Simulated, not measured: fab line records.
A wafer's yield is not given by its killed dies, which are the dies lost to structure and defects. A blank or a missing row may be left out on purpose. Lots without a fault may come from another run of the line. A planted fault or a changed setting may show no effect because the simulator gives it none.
fab line records || flow gf180mcu || part 2 of 2: steps 28 to 38 of 38
record {"lots": 5, "wafers": 15, "last-day": 34}
route steps=602 shown DUAL_GATE@153 POLY_GATE@157 HV_LDD@176
lots with no fault: from the same line, run without faults
start-h: start of the lot's first displayed wafer, in hours after the record's first day || wait-h: how many hours have passed since the lot's step before this one || " the same as in the row above || L1.1+2: a row that stands for several wafers || - no value, or no start was given || * or withheld: withheld || < > ~ a bound
route shown NAME@n: NAME is a module with steps in the file, n the number in the route of the first one || usual: mean and standard deviation over wafers with no fault || same: alike in all rows || chamber/n: place in a boat || sites: the reading at each site || _std_site: the standard deviation of these || _edge_site: mean of outer sites minus mean of inner sites || radius-mm: for every site, how far away it sits from the centre of the wafer || mask NAME#n: copy n || behind: the last tool/chamber to shape the wafer || hold: what put the lot on hold/how long, in hours/how the hold closed || device: the transistor (n, p or np) that didn't switch || end of line: tests run on the same wafers once the route is complete || for a step that has no rows: nothing shown but its recipe || killed: not the wafer's yield, but the dies lost to structure and defects at the first sort || map: per-die view of a wafer (x killed, . not killed, _ where there is no die)
set.NAME: the setting that was run; set.NAME@STEP: the one run at that earlier step || model.NAME: the simulator's own value behind a step, which no gauge read
lots at some steps of the route; a table a step, a row a wafer
services: the hour from which a tool's chamber was out of use, counted from the record's first day as start-h (under 0 if before that day), plus the number of hours and why
## steps
# step GF_HV_LDD_EXPOSE_04
# recipe {"mask-id": "Nplus_LV_AREA", "target-cd-nm": 400, "na": 0.6, "source-shape": "conventional", "sigma-outer": 0.6, "dose-mj": 140}
{"lot.wafer": "L074.1+2+6", "tool": "iline-stepper-01", "chamber": 0, "start-h": "-", "wait-h": "-", "mask": "Nplus_LV_AREA#0"}
{"lot.wafer": "L082.1+2+4", "tool": "iline-stepper-02", "chamber": 0, "start-h": "-", "wait-h": "-", "mask": "Nplus_LV_AREA#0"}
{"lot.wafer": "L081.1+4+6", "tool": "iline-stepper-02", "chamber": 0, "start-h": "-", "wait-h": "-", "mask": "Nplus_LV_AREA#0"}
{"lot.wafer": "L087.1+2+4", "tool": "iline-stepper-02", "chamber": 0, "start-h": "-", "wait-h": "-", "mask": "Nplus_LV_AREA#0"}
{"lot.wafer": "L096.2+3+6", "tool": "iline-stepper-02", "chamber": 0, "start-h": "-", "wait-h": "-", "mask": "Nplus_LV_AREA#0"}
# step GF_HV_LDD_PEB_05
# recipe {"temp-c": "withheld", "time-s": "*", "resist": "NOVOLAK"}
# usual {"exhaust-pa": "45.0/0.85"}
{"lot.wafer": "L074.1", "tool": "litho-track-01", "chamber": 0, "start-h": "-", "wait-h": "-", "exhaust-pa": 45.1}
{"lot.wafer": "L074.2", "tool": "litho-track-01", "chamber": 0, "start-h": "-", "wait-h": "-", "exhaust-pa": 45.3}
{"lot.wafer": "L074.6", "tool": "litho-track-01", "chamber": 0, "start-h": "-", "wait-h": "-", "exhaust-pa": 44.6}
{"lot.wafer": "L082.1", "tool": "litho-track-03", "chamber": 0, "start-h": "-", "wait-h": "-", "exhaust-pa": 45.8}
{"lot.wafer": "L082.2", "tool": "litho-track-03", "chamber": 0, "start-h": "-", "wait-h": "-", "exhaust-pa": 46.0}
{"lot.wafer": "L082.4", "tool": "litho-track-03", "chamber": 0, "start-h": "-", "wait-h": "-", "exhaust-pa": 45.6}
{"lot.wafer": "L081.1", "tool": "litho-track-03", "chamber": 0, "start-h": "-", "wait-h": "-", "exhaust-pa": 43.8}
{"lot.wafer": "L081.4", "tool": "litho-track-03", "chamber": 0, "start-h": "-", "wait-h": "-", "exhaust-pa": 43.3}
{"lot.wafer": "L081.6", "tool": "litho-track-03", "chamber": 0, "start-h": "-", "wait-h": "-", "exhaust-pa": 44.4}
{"lot.wafer": "L087.1", "tool": "litho-track-03", "chamber": 0, "start-h": "-", "wait-h": "-", "exhaust-pa": 44.2}
{"lot.wafer": "L087.2", "tool": "litho-track-03", "chamber": 0, "start-h": "-", "wait-h": "-", "exhaust-pa": 44.3}
{"lot.wafer": "L087.4", "tool": "litho-track-03", "chamber": 0, "start-h": "-", "wait-h": "-", "exhaust-pa": 44.8}
{"lot.wafer": "L096.2", "tool": "litho-track-01", "chamber": 0, "start-h": "-", "wait-h": "-", "exhaust-pa": 45.5}
{"lot.wafer": "L096.3", "tool": "litho-track-01", "chamber": 0, "start-h": "-", "wait-h": "-", "exhaust-pa": 44.3}
{"lot.wafer": "L096.6", "tool": "litho-track-01", "chamber": 0, "start-h": "-", "wait-h": "-", "exhaust-pa": 44.0}
# step GF_HV_LDD_DEVELOP_06
# recipe {"develop-time-s": 60, "dev-temp-c": 23}
# usual {"exhaust-pa": "45.0/0.79"}
{"lot.wafer": "L074.1", "tool": "litho-track-01", "chamber": 0, "start-h": 216.22, "wait-h": 0.1, "exhaust-pa": 46.7}
{"lot.wafer": "L074.2", "tool": "litho-track-01", "chamber": 0, "start-h": 216.22, "wait-h": 0.1, "exhaust-pa": 44.4}
{"lot.wafer": "L074.6", "tool": "litho-track-01", "chamber": 0, "start-h": 216.22, "wait-h": 0.1, "exhaust-pa": 43.5}
{"lot.wafer": "L082.1", "tool": "litho-track-03", "chamber": 0, "start-h": 278.74, "wait-h": 0.1, "exhaust-pa": 45.0}
{"lot.wafer": "L082.2", "tool": "litho-track-03", "chamber": 0, "start-h": 278.74, "wait-h": 0.1, "exhaust-pa": 45.8}
{"lot.wafer": "L082.4", "tool": "litho-track-03", "chamber": 0, "start-h": 278.74, "wait-h": 0.1, "exhaust-pa": 44.7}
{"lot.wafer": "L081.1", "tool": "litho-track-03", "chamber": 0, "start-h": 279.04, "wait-h": 0.1, "exhaust-pa": 45.0}
{"lot.wafer": "L081.4", "tool": "litho-track-03", "chamber": 0, "start-h": 279.04, "wait-h": 0.1, "exhaust-pa": 44.6}
{"lot.wafer": "L081.6", "tool": "litho-track-03", "chamber": 0, "start-h": 279.04, "wait-h": 0.1, "exhaust-pa": 45.1}
{"lot.wafer": "L087.1", "tool": "litho-track-03", "chamber": 0, "start-h": 312.39, "wait-h": 0.1, "exhaust-pa": 44.4}
{"lot.wafer": "L087.2", "tool": "litho-track-03", "chamber": 0, "start-h": 312.39, "wait-h": 0.1, "exhaust-pa": 45.6}
{"lot.wafer": "L087.4", "tool": "litho-track-03", "chamber": 0, "start-h": 312.39, "wait-h": 0.1, "exhaust-pa": 44.9}
{"lot.wafer": "L096.2", "tool": "litho-track-01", "chamber": 0, "start-h": 381.35, "wait-h": 0.1, "exhaust-pa": 44.1}
{"lot.wafer": "L096.3", "tool": "litho-track-01", "chamber": 0, "start-h": 381.35, "wait-h": 0.1, "exhaust-pa": 45.5}
{"lot.wafer": "L096.6", "tool": "litho-track-01", "chamber": 0, "start-h": 381.35, "wait-h": 0.1, "exhaust-pa": 44.6}
# step GF_HV_LDD_CD_MEAS_07
# recipe {"target-cd-nm": 400}
# usual {"cd-nm": "399.9/2.3"}
{"lot.wafer": "L074.1", "tool": "cd-sem-02", "chamber": "-", "start-h": 216.37, "wait-h": 0.1, "cd-nm": 395.6}
{"lot.wafer": "L074.2", "tool": "cd-sem-02", "chamber": "-", "start-h": 216.37, "wait-h": 0.1, "cd-nm": 397.6}
{"lot.wafer": "L074.6", "tool": "cd-sem-02", "chamber": "-", "start-h": 216.37, "wait-h": 0.1, "cd-nm": 395.4}
{"lot.wafer": "L082.1", "tool": "cd-sem-01", "chamber": "-", "start-h": 278.89, "wait-h": 0.1, "cd-nm": 398.9}
{"lot.wafer": "L082.2", "tool": "cd-sem-01", "chamber": "-", "start-h": 278.89, "wait-h": 0.1, "cd-nm": 400.0}
{"lot.wafer": "L082.4", "tool": "cd-sem-01", "chamber": "-", "start-h": 278.89, "wait-h": 0.1, "cd-nm": 397.0}
{"lot.wafer": "L081.1", "tool": "cd-sem-01", "chamber": "-", "start-h": 279.28, "wait-h": 0.2, "cd-nm": 403.5}
{"lot.wafer": "L081.4", "tool": "cd-sem-01", "chamber": "-", "start-h": 279.28, "wait-h": 0.2, "cd-nm": 400.2}
{"lot.wafer": "L081.6", "tool": "cd-sem-01", "chamber": "-", "start-h": 279.28, "wait-h": 0.2, "cd-nm": 400.9}
{"lot.wafer": "L087.1", "tool": "cd-sem-01", "chamber": "-", "start-h": 312.54, "wait-h": 0.1, "cd-nm": 400.0}
{"lot.wafer": "L087.2", "tool": "cd-sem-01", "chamber": "-", "start-h": 312.54, "wait-h": 0.1, "cd-nm": 398.2}
{"lot.wafer": "L087.4", "tool": "cd-sem-01", "chamber": "-", "start-h": 312.54, "wait-h": 0.1, "cd-nm": 398.9}
{"lot.wafer": "L096.2", "tool": "cd-sem-01", "chamber": "-", "start-h": 381.49, "wait-h": 0.1, "cd-nm": 396.8}
{"lot.wafer": "L096.3", "tool": "cd-sem-01", "chamber": "-", "start-h": 381.49, "wait-h": 0.1, "cd-nm": 400.9}
{"lot.wafer": "L096.6", "tool": "cd-sem-01", "chamber": "-", "start-h": 381.49, "wait-h": 0.1, "cd-nm": 396.4}
# step GF_HV_LDD_OVL_MEAS_08
# usual {"HV_LDD_OVL": "0.4/1.3"}
{"lot.wafer": "L074.1", "tool": "overlay-02", "chamber": "-", "start-h": 216.49, "wait-h": 0.1, "HV_LDD_OVL[nm]": 1.3}
{"lot.wafer": "L074.2", "tool": "overlay-02", "chamber": "-", "start-h": 216.49, "wait-h": 0.1, "HV_LDD_OVL[nm]": 1.6}
{"lot.wafer": "L074.6", "tool": "overlay-02", "chamber": "-", "start-h": 216.49, "wait-h": 0.1, "HV_LDD_OVL[nm]": -0.6}
{"lot.wafer": "L082.1", "tool": "overlay-01", "chamber": "-", "start-h": 279.01, "wait-h": 0.1, "HV_LDD_OVL[nm]": -0.9}
{"lot.wafer": "L082.2", "tool": "overlay-01", "chamber": "-", "start-h": 279.01, "wait-h": 0.1, "HV_LDD_OVL[nm]": -0.4}
{"lot.wafer": "L082.4", "tool": "overlay-01", "chamber": "-", "start-h": 279.01, "wait-h": 0.1, "HV_LDD_OVL[nm]": 0.8}
{"lot.wafer": "L081.1", "tool": "overlay-01", "chamber": "-", "start-h": 279.40, "wait-h": 0.1, "HV_LDD_OVL[nm]": 0.3}
{"lot.wafer": "L081.4", "tool": "overlay-01", "chamber": "-", "start-h": 279.40, "wait-h": 0.1, "HV_LDD_OVL[nm]": 1.7}
{"lot.wafer": "L081.6", "tool": "overlay-01", "chamber": "-", "start-h": 279.40, "wait-h": 0.1, "HV_LDD_OVL[nm]": 0.9}
{"lot.wafer": "L087.1", "tool": "overlay-01", "chamber": "-", "start-h": 312.66, "wait-h": 0.1, "HV_LDD_OVL[nm]": 1.9}
{"lot.wafer": "L087.2", "tool": "overlay-01", "chamber": "-", "start-h": 312.66, "wait-h": 0.1, "HV_LDD_OVL[nm]": 1.4}
{"lot.wafer": "L087.4", "tool": "overlay-01", "chamber": "-", "start-h": 312.66, "wait-h": 0.1, "HV_LDD_OVL[nm]": 0.6}
{"lot.wafer": "L096.2", "tool": "overlay-02", "chamber": "-", "start-h": 381.60, "wait-h": 0.1, "HV_LDD_OVL[nm]": -0.5}
{"lot.wafer": "L096.3", "tool": "overlay-02", "chamber": "-", "start-h": 381.60, "wait-h": 0.1, "HV_LDD_OVL[nm]": 0.6}
{"lot.wafer": "L096.6", "tool": "overlay-02", "chamber": "-", "start-h": 381.60, "wait-h": 0.1, "HV_LDD_OVL[nm]": 0.7}
# step GF_HV_LDD_IMPLANT_09
# recipe {"species": "As", "energy-kev": 40, "dose-cm2": 1e+14, "tilt-deg": 7}
{"lot.wafer": "L074.1+2+6", "tool": "implanter-04", "chamber": 0, "start-h": 216.53, "wait-h": 0.0}
{"lot.wafer": "L082.1+2+4", "tool": "implanter-01", "chamber": 0, "start-h": 279.05, "wait-h": 0.0}
{"lot.wafer": "L081.1+4+6", "tool": "implanter-01", "chamber": 0, "start-h": 279.43, "wait-h": 0.0}
{"lot.wafer": "L087.1+2+4", "tool": "implanter-01", "chamber": 0, "start-h": 312.70, "wait-h": 0.0}
{"lot.wafer": "L096.2+3+6", "tool": "implanter-03", "chamber": 0, "start-h": 381.65, "wait-h": 0.0}
# step GF_HV_LDD_STRIP_10
# recipe {"chemistry": "O2/N2", "power-w": 1400, "pressure-mtorr": 1500, "platen-temp-c": 250, "o2-flow-sccm": 3000, "n2-flow-sccm": 300, "overash-fraction": 0.5}
# usual {"drypump-motor-current-A": "5.8/0.62", "heater-power-w": "308/22", "oes-product-au": "0.716/0.0046", "strip-time-to-endpoint-s": "12.65/0.044"}
{"lot.wafer": "L074.1", "tool": "plasma-asher-01", "chamber": 0, "start-h": 216.68, "wait-h": 0.1, "drypump-motor-current-A": 5.9, "heater-power-w": 329, "oes-product-au": 0.710, "rf-hours-counter-h": 11, "strip-time-to-endpoint-s": 12.65}
{"lot.wafer": "L074.2", "tool": "plasma-asher-01", "chamber": 1, "start-h": 216.68, "wait-h": 0.1, "drypump-motor-current-A": 5.5, "heater-power-w": 332, "oes-product-au": 0.718, "rf-hours-counter-h": 11, "strip-time-to-endpoint-s": 12.67}
{"lot.wafer": "L074.6", "tool": "plasma-asher-01", "chamber": 1, "start-h": 216.68, "wait-h": 0.1, "drypump-motor-current-A": 5.5, "heater-power-w": 337, "oes-product-au": 0.716, "rf-hours-counter-h": "-", "strip-time-to-endpoint-s": 12.67}
{"lot.wafer": "L082.1", "tool": "plasma-asher-03", "chamber": 1, "start-h": 279.20, "wait-h": 0.1, "drypump-motor-current-A": 4.9, "heater-power-w": 272, "oes-product-au": 0.713, "rf-hours-counter-h": 63, "strip-time-to-endpoint-s": 12.71}
{"lot.wafer": "L082.2", "tool": "plasma-asher-03", "chamber": 0, "start-h": 279.20, "wait-h": 0.1, "drypump-motor-current-A": 6.5, "heater-power-w": 315, "oes-product-au": 0.717, "rf-hours-counter-h": 63, "strip-time-to-endpoint-s": 12.68}
{"lot.wafer": "L082.4", "tool": "plasma-asher-03", "chamber": 0, "start-h": 279.20, "wait-h": 0.1, "drypump-motor-current-A": 6.5, "heater-power-w": 316, "oes-product-au": 0.717, "rf-hours-counter-h": "-", "strip-time-to-endpoint-s": 12.70}
{"lot.wafer": "L081.1", "tool": "plasma-asher-02", "chamber": 0, "start-h": 279.58, "wait-h": 0.1, "drypump-motor-current-A": 6.5, "heater-power-w": 325, "oes-product-au": 0.716, "rf-hours-counter-h": 62, "strip-time-to-endpoint-s": 12.71}
{"lot.wafer": "L081.4", "tool": "plasma-asher-02", "chamber": 0, "start-h": 279.58, "wait-h": 0.1, "drypump-motor-current-A": 6.5, "heater-power-w": 332, "oes-product-au": 0.717, "rf-hours-counter-h": "-", "strip-time-to-endpoint-s": 12.75}
{"lot.wafer": "L081.6", "tool": "plasma-asher-02", "chamber": 1, "start-h": 279.58, "wait-h": 0.1, "drypump-motor-current-A": 5.9, "heater-power-w": 305, "oes-product-au": 0.711, "rf-hours-counter-h": "-", "strip-time-to-endpoint-s": 12.74}
{"lot.wafer": "L087.1", "tool": "plasma-asher-01", "chamber": 0, "start-h": 312.85, "wait-h": 0.1, "drypump-motor-current-A": 6.0, "heater-power-w": 332, "oes-product-au": 0.715, "rf-hours-counter-h": 20, "strip-time-to-endpoint-s": 12.69}
{"lot.wafer": "L087.2", "tool": "plasma-asher-01", "chamber": 1, "start-h": 312.85, "wait-h": 0.1, "drypump-motor-current-A": 5.5, "heater-power-w": 333, "oes-product-au": 0.724, "rf-hours-counter-h": 20, "strip-time-to-endpoint-s": 12.73}
{"lot.wafer": "L087.4", "tool": "plasma-asher-01", "chamber": 1, "start-h": 312.85, "wait-h": 0.1, "drypump-motor-current-A": 5.5, "heater-power-w": 339, "oes-product-au": 0.717, "rf-hours-counter-h": "-", "strip-time-to-endpoint-s": 12.72}
{"lot.wafer": "L096.2", "tool": "plasma-asher-03", "chamber": 0, "start-h": 381.78, "wait-h": 0.1, "drypump-motor-current-A": 6.5, "heater-power-w": 314, "oes-product-au": 0.717, "rf-hours-counter-h": 73, "strip-time-to-endpoint-s": 12.63}
{"lot.wafer": "L096.3", "tool": "plasma-asher-03", "chamber": 0, "start-h": 381.78, "wait-h": 0.1, "drypump-motor-current-A": 6.5, "heater-power-w": 317, "oes-product-au": 0.716, "rf-hours-counter-h": "-", "strip-time-to-endpoint-s": 12.63}
{"lot.wafer": "L096.6", "tool": "plasma-asher-03", "chamber": 1, "start-h": 381.78, "wait-h": 0.1, "drypump-motor-current-A": 4.9, "heater-power-w": 275, "oes-product-au": 0.717, "rf-hours-counter-h": "-", "strip-time-to-endpoint-s": 12.62}
# step GF_HV_LDD_TW_MEAS_11
# usual {"HV_LDD_TW": "2404/26"}
{"lot.wafer": "L074.1", "tool": "film-metro-02", "chamber": "-", "start-h": 216.78, "wait-h": 0.1, "HV_LDD_TW": 2416}
{"lot.wafer": "L074.2", "tool": "film-metro-02", "chamber": "-", "start-h": 216.78, "wait-h": 0.1, "HV_LDD_TW": 2422}
{"lot.wafer": "L074.6", "tool": "film-metro-02", "chamber": "-", "start-h": 216.78, "wait-h": 0.1, "HV_LDD_TW": 2418}
{"lot.wafer": "L082.1", "tool": "film-metro-04", "chamber": "-", "start-h": 279.30, "wait-h": 0.1, "HV_LDD_TW": 2411}
{"lot.wafer": "L082.2", "tool": "film-metro-04", "chamber": "-", "start-h": 279.30, "wait-h": 0.1, "HV_LDD_TW": 2420}
{"lot.wafer": "L082.4", "tool": "film-metro-04", "chamber": "-", "start-h": 279.30, "wait-h": 0.1, "HV_LDD_TW": 2420}
{"lot.wafer": "L081.1", "tool": "film-metro-03", "chamber": "-", "start-h": 279.74, "wait-h": 0.1, "HV_LDD_TW": 2373}
{"lot.wafer": "L081.4", "tool": "film-metro-03", "chamber": "-", "start-h": 279.74, "wait-h": 0.1, "HV_LDD_TW": 2380}
{"lot.wafer": "L081.6", "tool": "film-metro-03", "chamber": "-", "start-h": 279.74, "wait-h": 0.1, "HV_LDD_TW": 2372}
{"lot.wafer": "L087.1", "tool": "film-metro-02", "chamber": "-", "start-h": 312.95, "wait-h": 0.1, "HV_LDD_TW": 2433}
{"lot.wafer": "L087.2", "tool": "film-metro-02", "chamber": "-", "start-h": 312.95, "wait-h": 0.1, "HV_LDD_TW": 2432}
{"lot.wafer": "L087.4", "tool": "film-metro-02", "chamber": "-", "start-h": 312.95, "wait-h": 0.1, "HV_LDD_TW": 2421}
{"lot.wafer": "L096.2", "tool": "film-metro-02", "chamber": "-", "start-h": 381.89, "wait-h": 0.1, "HV_LDD_TW": 2412}
{"lot.wafer": "L096.3", "tool": "film-metro-02", "chamber": "-", "start-h": 381.89, "wait-h": 0.1, "HV_LDD_TW": 2404}
{"lot.wafer": "L096.6", "tool": "film-metro-02", "chamber": "-", "start-h": 381.89, "wait-h": 0.1, "HV_LDD_TW": 2409}
# step GF_HV_LDD_DEHYDRATE_12
# recipe {"temp-c": 200, "time-s": 60}
# usual {"exhaust-pa": "45.0/0.79"}
{"lot.wafer": "L074.1", "tool": "litho-track-04", "chamber": 0, "start-h": 225.06, "wait-h": 8.3, "exhaust-pa": 45.3}
{"lot.wafer": "L074.2", "tool": "litho-track-04", "chamber": 0, "start-h": 225.06, "wait-h": 8.3, "exhaust-pa": 45.0}
{"lot.wafer": "L074.6", "tool": "litho-track-04", "chamber": 0, "start-h": 225.06, "wait-h": 8.3, "exhaust-pa": 45.4}
{"lot.wafer": "L082.1", "tool": "litho-track-01", "chamber": 0, "start-h": 288.42, "wait-h": 9.1, "exhaust-pa": 44.2}
{"lot.wafer": "L082.2", "tool": "litho-track-01", "chamber": 0, "start-h": 288.42, "wait-h": 9.1, "exhaust-pa": 44.2}
{"lot.wafer": "L082.4", "tool": "litho-track-01", "chamber": 0, "start-h": 288.42, "wait-h": 9.1, "exhaust-pa": 44.5}
{"lot.wafer": "L081.1", "tool": "litho-track-01", "chamber": 0, "start-h": 289.62, "wait-h": 9.9, "exhaust-pa": 44.1}
{"lot.wafer": "L081.4", "tool": "litho-track-01", "chamber": 0, "start-h": 289.62, "wait-h": 9.9, "exhaust-pa": 44.0}
{"lot.wafer": "L081.6", "tool": "litho-track-01", "chamber": 0, "start-h": 289.62, "wait-h": 9.9, "exhaust-pa": 43.8}
{"lot.wafer": "L087.1", "tool": "litho-track-04", "chamber": 0, "start-h": 322.21, "wait-h": 9.2, "exhaust-pa": 43.4}
{"lot.wafer": "L087.2", "tool": "litho-track-04", "chamber": 0, "start-h": 322.21, "wait-h": 9.2, "exhaust-pa": 45.2}
{"lot.wafer": "L087.4", "tool": "litho-track-04", "chamber": 0, "start-h": 322.21, "wait-h": 9.2, "exhaust-pa": 45.7}
{"lot.wafer": "L096.2", "tool": "litho-track-04", "chamber": 0, "start-h": 392.18, "wait-h": 10.3, "exhaust-pa": 43.6}
{"lot.wafer": "L096.3", "tool": "litho-track-04", "chamber": 0, "start-h": 392.18, "wait-h": 10.3, "exhaust-pa": 44.3}
{"lot.wafer": "L096.6", "tool": "litho-track-04", "chamber": 0, "start-h": 392.18, "wait-h": 10.3, "exhaust-pa": 44.4}
# step GF_HV_LDD_HMDS_13
# recipe {"prime-time-s": 60, "prime-temp-c": 120}
# usual {"exhaust-pa": "45.0/0.83"}
{"lot.wafer": "L074.1", "tool": "litho-track-04", "chamber": 0, "start-h": 225.21, "wait-h": 0.1, "exhaust-pa": 45.0}
{"lot.wafer": "L074.2", "tool": "litho-track-04", "chamber": 0, "start-h": 225.21, "wait-h": 0.1, "exhaust-pa": 44.6}
{"lot.wafer": "L074.6", "tool": "litho-track-04", "chamber": 0, "start-h": 225.21, "wait-h": 0.1, "exhaust-pa": 45.8}
{"lot.wafer": "L082.1", "tool": "litho-track-01", "chamber": 0, "start-h": 288.57, "wait-h": 0.1, "exhaust-pa": 45.8}
{"lot.wafer": "L082.2", "tool": "litho-track-01", "chamber": 0, "start-h": 288.57, "wait-h": 0.1, "exhaust-pa": 45.0}
{"lot.wafer": "L082.4", "tool": "litho-track-01", "chamber": 0, "start-h": 288.57, "wait-h": 0.1, "exhaust-pa": 45.9}
{"lot.wafer": "L081.1", "tool": "litho-track-01", "chamber": 0, "start-h": 289.77, "wait-h": 0.1, "exhaust-pa": 43.9}
{"lot.wafer": "L081.4", "tool": "litho-track-01", "chamber": 0, "start-h": 289.77, "wait-h": 0.1, "exhaust-pa": 44.7}
{"lot.wafer": "L081.6", "tool": "litho-track-01", "chamber": 0, "start-h": 289.77, "wait-h": 0.1, "exhaust-pa": 43.8}
{"lot.wafer": "L087.1", "tool": "litho-track-04", "chamber": 0, "start-h": 322.36, "wait-h": 0.1, "exhaust-pa": 46.1}
{"lot.wafer": "L087.2", "tool": "litho-track-04", "chamber": 0, "start-h": 322.36, "wait-h": 0.1, "exhaust-pa": 46.1}
{"lot.wafer": "L087.4", "tool": "litho-track-04", "chamber": 0, "start-h": 322.36, "wait-h": 0.1, "exhaust-pa": 47.1}
{"lot.wafer": "L096.2", "tool": "litho-track-04", "chamber": 0, "start-h": 392.33, "wait-h": 0.1, "exhaust-pa": 46.2}
{"lot.wafer": "L096.3", "tool": "litho-track-04", "chamber": 0, "start-h": 392.33, "wait-h": 0.1, "exhaust-pa": 45.0}
{"lot.wafer": "L096.6", "tool": "litho-track-04", "chamber": 0, "start-h": 392.33, "wait-h": 0.1, "exhaust-pa": 45.5}
# step GF_HV_LDD_COAT_14
# recipe {"resist": "NOVOLAK", "spin-rpm": 3000, "resist-thk-nm": 1000}
# usual {"exhaust-pa": "45.2/0.85"}
{"lot.wafer": "L074.1", "tool": "litho-track-04", "chamber": 0, "start-h": 225.36, "wait-h": 0.1, "exhaust-pa": 44.7}
{"lot.wafer": "L074.2", "tool": "litho-track-04", "chamber": 0, "start-h": 225.36, "wait-h": 0.1, "exhaust-pa": 45.0}
{"lot.wafer": "L074.6", "tool": "litho-track-04", "chamber": 0, "start-h": 225.36, "wait-h": 0.1, "exhaust-pa": 44.8}
{"lot.wafer": "L082.1", "tool": "litho-track-01", "chamber": 0, "start-h": 288.72, "wait-h": 0.1, "exhaust-pa": 43.8}
{"lot.wafer": "L082.2", "tool": "litho-track-01", "chamber": 0, "start-h": 288.72, "wait-h": 0.1, "exhaust-pa": 44.4}
{"lot.wafer": "L082.4", "tool": "litho-track-01", "chamber": 0, "start-h": 288.72, "wait-h": 0.1, "exhaust-pa": 44.4}
{"lot.wafer": "L081.1", "tool": "litho-track-01", "chamber": 0, "start-h": 289.92, "wait-h": 0.1, "exhaust-pa": 45.5}
{"lot.wafer": "L081.4", "tool": "litho-track-01", "chamber": 0, "start-h": 289.92, "wait-h": 0.1, "exhaust-pa": 46.3}
{"lot.wafer": "L081.6", "tool": "litho-track-01", "chamber": 0, "start-h": 289.92, "wait-h": 0.1, "exhaust-pa": 43.9}
{"lot.wafer": "L087.1", "tool": "litho-track-04", "chamber": 0, "start-h": 322.51, "wait-h": 0.1, "exhaust-pa": 45.4}
{"lot.wafer": "L087.2", "tool": "litho-track-04", "chamber": 0, "start-h": 322.51, "wait-h": 0.1, "exhaust-pa": 45.9}
{"lot.wafer": "L087.4", "tool": "litho-track-04", "chamber": 0, "start-h": 322.51, "wait-h": 0.1, "exhaust-pa": 46.7}
{"lot.wafer": "L096.2", "tool": "litho-track-04", "chamber": 0, "start-h": 392.48, "wait-h": 0.1, "exhaust-pa": 44.7}
{"lot.wafer": "L096.3", "tool": "litho-track-04", "chamber": 0, "start-h": 392.48, "wait-h": 0.1, "exhaust-pa": 44.5}
{"lot.wafer": "L096.6", "tool": "litho-track-04", "chamber": 0, "start-h": 392.48, "wait-h": 0.1, "exhaust-pa": 44.4}
## services
{"tool": "implanter-01", "chamber": "-", "start-h": 156.67, "hours": 1.4, "kind": "repair"}
{"tool": "krf-scanner-02", "chamber": "-", "start-h": 159.94, "hours": 7.2, "kind": "pm"}
{"tool": "furnace-01", "chamber": "-", "start-h": 167.29, "hours": 4.1, "kind": "pm"}
{"tool": "plasma-asher-03", "chamber": "-", "start-h": 171.99, "hours": 2.8, "kind": "pm"}
{"tool": "lpcvd-02", "chamber": "-", "start-h": 187.67, "hours": 1.2, "kind": "repair"}
{"tool": "wet-bench-02", "chamber": "-", "start-h": 205.14, "hours": 1.9, "kind": "pm"}
{"tool": "implanter-01", "chamber": "-", "start-h": 214.01, "hours": 5.7, "kind": "repair"}
{"tool": "krf-scanner-02", "chamber": "-", "start-h": 215.24, "hours": 1.7, "kind": "repair"}
{"tool": "rie-si-01", "chamber": 1, "start-h": 217.25, "hours": 2.2, "kind": "repair"}
{"tool": "rie-si-01", "chamber": "-", "start-h": 222.56, "hours": 0.2, "kind": "repair"}
{"tool": "krf-scanner-02", "chamber": "-", "start-h": 222.72, "hours": 1.0, "kind": "pm"}
{"tool": "rie-diel-04", "chamber": 2, "start-h": 235.98, "hours": 8.7, "kind": "repair"}
{"tool": "iline-stepper-02", "chamber": "-", "start-h": 244.13, "hours": 1.7, "kind": "pm"}
{"tool": "krf-scanner-02", "chamber": "-", "start-h": 256.31, "hours": 0.6, "kind": "repair"}
{"tool": "krf-scanner-02", "chamber": "-", "start-h": 265.04, "hours": 1.3, "kind": "pm"}
{"tool": "furnace-01", "chamber": "-", "start-h": 266.51, "hours": 3.7, "kind": "pm"}
{"tool": "plasma-asher-03", "chamber": "-", "start-h": 269.36, "hours": 3.0, "kind": "repair"}
{"tool": "krf-scanner-02", "chamber": "-", "start-h": 273.17, "hours": 0.8, "kind": "pm"}
{"tool": "krf-scanner-02", "chamber": "-", "start-h": 308.76, "hours": 3.6, "kind": "repair"}
{"tool": "iline-stepper-02", "chamber": "-", "start-h": 326.96, "hours": 6.7, "kind": "repair"}
{"tool": "furnace-01", "chamber": "-", "start-h": 335.13, "hours": 3.7, "kind": "pm"}
{"tool": "krf-scanner-02", "chamber": "-", "start-h": 335.29, "hours": 0.5, "kind": "repair"}
{"tool": "krf-scanner-02", "chamber": "-", "start-h": 347.67, "hours": 1.6, "kind": "repair"}
{"tool": "krf-scanner-02", "chamber": "-", "start-h": 391.71, "hours": 1.0, "kind": "pm"}
